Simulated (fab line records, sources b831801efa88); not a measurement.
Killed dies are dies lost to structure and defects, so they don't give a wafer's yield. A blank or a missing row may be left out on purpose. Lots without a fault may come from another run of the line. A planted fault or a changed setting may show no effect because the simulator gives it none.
fab line records | flow sky130
record lots=6 wafers=16 last_day=49
route steps=708 shown METAL4@637 VIA4@639 PAD_OPEN@708
lots that met no fault: from a run of the same line without faults
start_h: hours from the record's first day to the start of the lot's first wafer shown | wait_h: hours since the lot's step before | " the same as in the row above | L1.1+2: a row that stands for several wafers | - no value, or no start given | * or withheld: withheld | < > ~ a bound
route shown NAME@n: a module of which the file shows steps, and the number in the route of the first | usual: mean/standard deviation of fault-free wafers | same: alike in all rows | chamber/n: place in a boat | sites: the reading at each site | _std_site: their standard deviation | _edge_site: outer sites' mean less inner sites' | radius_mm: how far each site lies from the wafer's centre | mask NAME#n: copy n | behind: the tool/chamber that last shaped the wafer | hold: why the lot was held/for how many hours/how that ended | device: the transistor (n, p or np) that didn't switch | end of line: the same wafers' tests at the end of the route | a step without rows: its recipe alone | killed: dies lost to structure and defects at the first sort, not the wafer's yield | map: a wafer's dies, x killed, . not, _ none there
set.NAME: the setting as run; set.NAME@STEP: as run at that earlier step | model.NAME: the simulator's own value behind a step, which no gauge read
lots at some steps of the route; a table a step, a row a wafer
services: from which hour (start_h, from the record's first day; less than 0 if before it) a tool's chamber was out of use, for how many hours, and why
## steps
# step SKY_METAL4_CLEAN_21
# recipe chemistry=IPA time_s=180 temp_c=25
# step SKY_METAL4_CLEAN_22
# recipe chemistry=O3/DIW dry=n2_spin
# step SKY_VIA4_HDPCVD_00
# recipe material=SiO2 target_thk_nm=1750 sigma_open_frac=0.3 time_s=291.7 temp_c=400 sih4_flow_sccm=60 pressure_mtorr=6
# step SKY_VIA4_THK_MEAS_01
# recipe reads=SiO2_of_VIA4_HDPCVD_00
# usual VIA4_HDPCVD_THK=1747/19
# columns lot.wafer tool chamber start_h wait_h VIA4_HDPCVD_THK[nm]
L810.1 film_metro-01 - 987.74 0.1 1740
L810.3 " - " " 1729
L810.6 " - " " 1726
L811.2 film_metro-04 - 991.34 0.1 1720
L811.3 " - " " 1727
L811.6 " - " " 1711
L820.1 film_metro-04 - 1074.10 0.1 1709
L820.6 " - " " 1722
L821.4 film_metro-04 - 1079.20 0.0 1773
L821.6 " - " " 1748
L822.1 film_metro-02 - 1079.45 0.1 1754
L822.2 " - " " 1748
L822.3 " - " " 1753
L824.1 film_metro-04 - 1086.46 0.1 1741
L824.3 " - " " 1764
L824.4 " - " " 1742
# step SKY_VIA4_CMP_02
# recipe material=SiO2 down_force_psi=4 platen_rpm=60 pad_velocity_m_s=0.94248
# usual motor_current_A=11.5/0.73
# columns lot.wafer tool chamber start_h wait_h motor_current_A
L810.3 cmp-02 3 987.90 0.1 10.6
L810.1 " 0 " " 11.3
L810.6 " 2 " " 12.3
L811.3 cmp-01 2 991.44 0.1 12.8
L811.2 " 3 " " 11.7
L811.6 " 2 " " 12.8
L820.1 cmp-02 1 1074.26 0.1 11.1
L820.6 " 3 " " 11.0
L821.4 cmp-01 2 1079.47 0.3 13.4
L821.6 " 3 " " 11.8
L822.1 cmp-02 3 1079.51 0.1 11.5
L822.2 " 0 " " 12.0
L822.3 " 1 " " 11.2
L824.1 cmp-02 3 1087.00 0.5 11.0
L824.4 " 0 " " 11.8
L824.3 " 1 " " 11.1
# step SKY_VIA4_BOW_MEAS_03
# recipe mode=bow
# usual VIA4_BOW=80/7.9
# columns lot.wafer tool chamber start_h wait_h VIA4_BOW[um]
L810.1 film_metro-02 - 988.10 0.1 73
L810.3 " - " " 65
L810.6 " - " " 74
L811.2 film_metro-04 - 991.71 0.2 78
L811.3 " - " " 78
L811.6 " - " " 71
L820.1 film_metro-04 - 1074.46 0.1 82
L820.6 " - " " 81
L821.4 film_metro-02 - 1079.68 0.2 67
L821.6 " - " " 85
L822.1 film_metro-04 - 1079.81 0.2 77
L822.2 " - " " 96
L822.3 " - " " 85
L824.1 film_metro-02 - 1087.30 0.2 65
L824.3 " - " " 78
L824.4 " - " " 91
# step SKY_VIA4_DEHYDRATE_04
# recipe temp_c=200 time_s=60
# step SKY_VIA4_HMDS_05
# recipe prime_time_s=60 prime_temp_c=120
# step SKY_VIA4_COAT_06
# recipe resist=NOVOLAK spin_rpm=3000 resist_thk_nm=1140
# step SKY_VIA4_SOFTBAKE_07
# recipe temp_c=90 time_s=60 resist=NOVOLAK
# step SKY_VIA4_EXPOSE_08
# recipe mask_id=VIM4 na=0.6 source_shape=conventional sigma_outer=0.6 polarization=unpolarized target_cd_nm=800 dose_mj=132
# step SKY_VIA4_PEB_09
# recipe temp_c=withheld time_s=* resist=NOVOLAK
# step SKY_VIA4_DEVELOP_10
# recipe resist=NOVOLAK developer=TMAH develop_time_s=60 dev_temp_c=23
# usual resist_line_temp_C=22.99/0.096
# columns lot.wafer tool chamber start_h wait_h resist_line_temp_C
L810.1 litho_track-02 0 1012.17 0.1 22.97
L810.3 " 0 " " 22.84
L810.6 " 0 " " 22.89
L811.2 litho_track-03 0 1015.02 0.1 22.98
L811.3 " 0 " " 23.02
L811.6 " 0 " " 23.01
L820.1 litho_track-04 0 1094.41 0.1 23.04
L820.6 " 0 " " 23.03
L821.4 litho_track-04 0 1099.93 0.1 23.04
L821.6 " 0 " " 23.21
L822.1 litho_track-02 0 1100.02 0.1 22.94
L822.2 " 0 " " 22.85
L822.3 " 0 " " 23.06
L824.1 litho_track-03 0 1106.25 0.1 22.98
L824.3 " 0 " " 23.02
L824.4 " 0 " " 22.93
# step SKY_VIA4_OVL_MEAS_11
# usual VIA4_OVL=-0.5/1.2
# columns lot.wafer tool chamber start_h wait_h VIA4_OVL[nm]
L810.1 overlay-02 - 1012.32 0.1 0.7
L810.3 " - " " -1.3
L810.6 " - " " -0.6
L811.2 overlay-01 - 1015.16 0.1 -1.7
L811.3 " - " " -0.3
L811.6 " - " " -1.2
L820.1 overlay-01 - 1094.56 0.1 0.8
L820.6 " - " " 1.3
L821.4 overlay-01 - 1100.03 0.1 -1.1
L821.6 " - " " 1.9
L822.1 overlay-02 - 1100.17 0.1 -1.1
L822.2 " - " " 0.4
L822.3 " - " " -2.6
L824.1 overlay-02 - 1106.40 0.1 -1.3
L824.3 " - " " 0.3
L824.4 " - " " 0.0
# step SKY_VIA4_ETCH_12
# recipe target=SiO2 chemistry=C4F8/O2/Ar stop_on=TiN mask_material=NOVOLAK source_w=1500 bias_w=1200 pressure_mtorr=40 c4f8_flow_sccm=withheld O2_flow_sccm=6 Ar_flow_sccm=300 time_s=withheld target_depth_a=5800
# usual oes_product_au=0.925/0.0047
# columns lot.wafer tool chamber start_h wait_h oes_product_au model.VIA4.cd_nm
L810.1 rie_diel-04 2 1012.36 0.0 0.923 798.9
L810.3 " 1 " " 0.925 800.1
L810.6 " 2 " " 0.921 800.2
L811.2 rie_diel-04 3 1015.19 0.0 0.923 803
L811.3 " 1 " " 0.922 801.3
L811.6 " 2 " " 0.928 803.1
L820.1 rie_diel-03 3 1094.59 0.0 0.919 796.8
L820.6 " 3 " " 0.923 794.2
L821.4 rie_diel-01 3 1100.04 0.0 0.922 795.6
L821.6 " 1 " " 0.928 796
L822.1 rie_diel-03 0 1100.21 0.0 0.930 796.4
L822.2 " 2 " " 0.921 798.2
L822.3 " 1 " " 0.926 798.6
L824.1 rie_diel-04 1 1106.44 0.0 0.922 799.1
L824.3 " 3 " " 0.913 799.4
L824.4 " 0 " " 0.920 796.6
# step SKY_VIA4_STRIP_13
# recipe chemistry=O2/N2 power_w=1400 pressure_mtorr=1500 platen_temp_c=withheld o2_flow_sccm=3000 n2_flow_sccm=300 overash_fraction=0.5
# usual drypump_motor_current_A=5.6/0.49 oes_product_au=0.710/0.0047 strip_time_to_endpoint_s=12.802/0.027
# columns lot.wafer tool chamber start_h wait_h drypump_motor_current_A oes_product_au rf_hours_counter_h strip_time_to_endpoint_s
L810.1 plasma_asher-03 1 1012.43 - 5.9 0.701 111 12.826
L810.3 " 1 " " 5.9 0.708 - 12.775
L810.6 " 1 " " 5.9 0.710 - 12.791
L811.2 plasma_asher-02 0 1015.26 - 5.7 0.703 58 12.804
L811.3 " 0 " " 5.7 0.706 - 12.832
L811.6 " 1 " " 4.7 0.716 - 12.774
L820.1 plasma_asher-03 0 1094.67 - 6.2 0.709 2 12.803
L820.6 " 0 " " 6.2 0.710 - 12.823
L821.4 plasma_asher-02 1 1100.15 - 4.7 0.703 - 12.785
L821.6 " 1 " " 4.7 0.715 - 12.827
L822.1 plasma_asher-01 0 1100.28 - 5.4 0.707 100 12.854
L822.2 " 1 " " 5.3 0.709 100 12.833
L822.3 " 1 " " 5.3 0.705 - 12.775
L824.1 plasma_asher-01 0 1106.51 - 5.4 0.707 101 12.795
L824.3 " 0 " " 5.4 0.706 - 12.825
L824.4 " 1 " " 5.3 0.707 - 12.830
# step SKY_PAD_OPEN_PROBE_99
# usual defect_limited_yield=82.4/1.8 killed_at_M0_to_M3=43/7.8 killed_at_M4_up=3.2/1.7 killed_at_contacts=24/5.2 killed_at_front_end=15/4.5 killed_at_other=0.4/0.65 killed_dies=87/9.1 killed_open=47/7.3 killed_short=40/6.5 sort_bin_3_pad_short=0.9/0.46 sort_bin_5_function=10.4/1.5 sort_bin_6_memory=6.3/1 sort_n_pass=405/9.1 sort_yield_pct=82.4/1.8
# same gross_dies=492 killed_at_back_side=0 sort_bin_4_leakage[%]=0 sort_bin_8_speed[%]=0
# columns lot.wafer tool chamber start_h wait_h defect_limited_yield[%] killed_at_M0_to_M3 killed_at_M4_up killed_at_contacts killed_at_front_end killed_at_other killed_dies killed_open killed_short sort_bin_3_pad_short[%] sort_bin_5_function[%] sort_bin_6_memory[%] sort_n_pass sort_yield_pct[%]
L810.1 prober-01 - 1082.38 0.1 80.7 48 3 28 16 0 95 56 38 1.0 11.0 7.3 397 80.7
L810.3 prober-01 - 1082.48 0.2 80.7 40 3 29 22 1 95 57 37 0.8 11.8 6.7 397 80.7
L810.6 prober-01 - 1082.63 0.2 85.6 38 4 20 9 0 71 36 34 0.6 7.9 5.9 421 85.6
# killed by level:class
L810.1 VIA1:geometric_particle:open=15 CONTACT:geometric_particle:open=11 FIELD_ISO:geometric_particle:open=8 CONTACT:geometric_particle:short=8 VIA3:geometric_particle:open=7 LI_CONTACT:geometric_particle:open=6 VIA1:geometric_particle:short=6 VIA2:geometric_particle:open=6
L810.3 CONTACT:geometric_particle:open=16 VIA1:geometric_particle:open=14 FIELD_ISO:geometric_particle:open=6 VIA2:geometric_particle:open=6 CONTACT:geometric_particle:short=5 FIELD_ISO:geometric_particle:short=4 POLY_GATE:geometric_particle:short=4 LOCAL_INTERCONNECT:geometric_particle:short=4
L810.6 VIA3:geometric_particle:open=9 CONTACT:geometric_particle:short=6 CONTACT:geometric_particle:open=5 METAL1:geometric_particle:short=5 VIA1:geometric_particle:open=5 METAL3:geometric_particle:short=5 LI_CONTACT:geometric_particle:open=4 VIA1:geometric_particle:short=4
## services
# columns tool chamber start_h hours kind
cmp-02 - 973.89 1.0 repair
cmp-01 - 1027.77 1.6 repair
cmp-02 - 1030.00 5.4 repair
cmp-02 - 1036.15 3.9 pm
rie_diel-04 2 1037.38 6.4 repair
cmp-02 - 1041.37 3.3 pm
litho_track-03 - 1043.10 - consumable_replace:filter
plasma_asher-03 - 1055.25 9.0 pm
plasma_asher-03 0 1055.25 9.0 vent_cycle
plasma_asher-03 1 1055.25 9.0 vent_cycle
rie_diel-04 2 1059.91 - clean
rie_diel-04 2 1059.91 28.9 scheduled_down
rie_diel-04 2 1059.91 28.9 vent_cycle
plasma_asher-03 0 1064.25 - clean
plasma_asher-03 1 1064.25 - clean
plasma_asher-03 - 1065.33 5.7 repair
cmp-01 - 1068.70 2.3 repair
cmp-01 - 1084.18 4.0 pm
litho_track-02 - 1086.87 - consumable_replace:filter
cmp-01 - 1088.18 - consumable_replace:conditioner
cmp-01 - 1088.18 - consumable_replace:pad
cmp-02 - 1104.17 2.0 repair
## key
first_sign none at tools or gauges
model_effect step=SKY_VIA4_ETCH_12 value=VIA4.cd_nm without=800.1 struck=795.3
met_at SKY_VIA4_DEVELOP_10
struck_wafers L820.6,L821.4,L821.6
fault kind=process_parameter_drift tool=litho_track-04 chamber=- onset_h=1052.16 steps=SKY_VIA4_DEVELOP_10 channel=develop_time_s offset=* shape=step end_h=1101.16 scope=struck_wafers_only acts_in=* stated=*
